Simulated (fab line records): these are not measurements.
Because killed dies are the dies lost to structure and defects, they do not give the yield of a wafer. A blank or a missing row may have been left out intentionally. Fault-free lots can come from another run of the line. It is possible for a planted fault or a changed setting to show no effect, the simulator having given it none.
Matching of chambers	flow gf180mcu	GF_V5_ETCH_16 on rie-diel-04 has 4 sister chambers
The step etches BARC in N2/H2. 4 wafers are shown with their chamber, then 7 later ones without.

EACH WAFER AND ITS CHAMBER
wafer	chamber	drypump-motor-current-A (A)
L090.2	3	6.3
L090.3	2	6.3
L092.1	1	5.3
L092.3	0	6.0

WAFERS WHOSE CHAMBER IS MISSING
wafer	drypump-motor-current-A (A)
L092.6	5.3
L093.2	5.2
L093.5	6.3
L093.6	6.2
L096.3	6.3
L096.4	5.2
L096.5	6.3

EACH ONE'S CHAMBER
wafer	from the rows above	in truth
L092.6	1	1
L093.2	1	1
L093.5	can't be placed: 2 or 3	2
L093.6	can't be placed: 2 or 3 or 0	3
L096.3	can't be placed: 2 or 3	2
L096.4	1	1
L096.5	can't be placed: 2 or 3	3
Correct placement for 3 of the 7. Not placeable from these rows: 4 (in 4, the candidates include the true chamber). 0 placed wrongly.
How it was worked out, from the rows above alone: a wafer's distance from a chamber is the root of the sum, over the readings, of the square of ((its reading less the chamber's mean) divided by the reading's scatter). If the next closest chamber is less than 2 further off than the closest, the wafer can't be placed; otherwise it belongs to the closest. For every chamber, the mean is computed from those of its wafers that are shown. The scatter: with one shown wafer a chamber, the root of the mean of the squares of how far each hidden wafer lies from its nearest shown one.
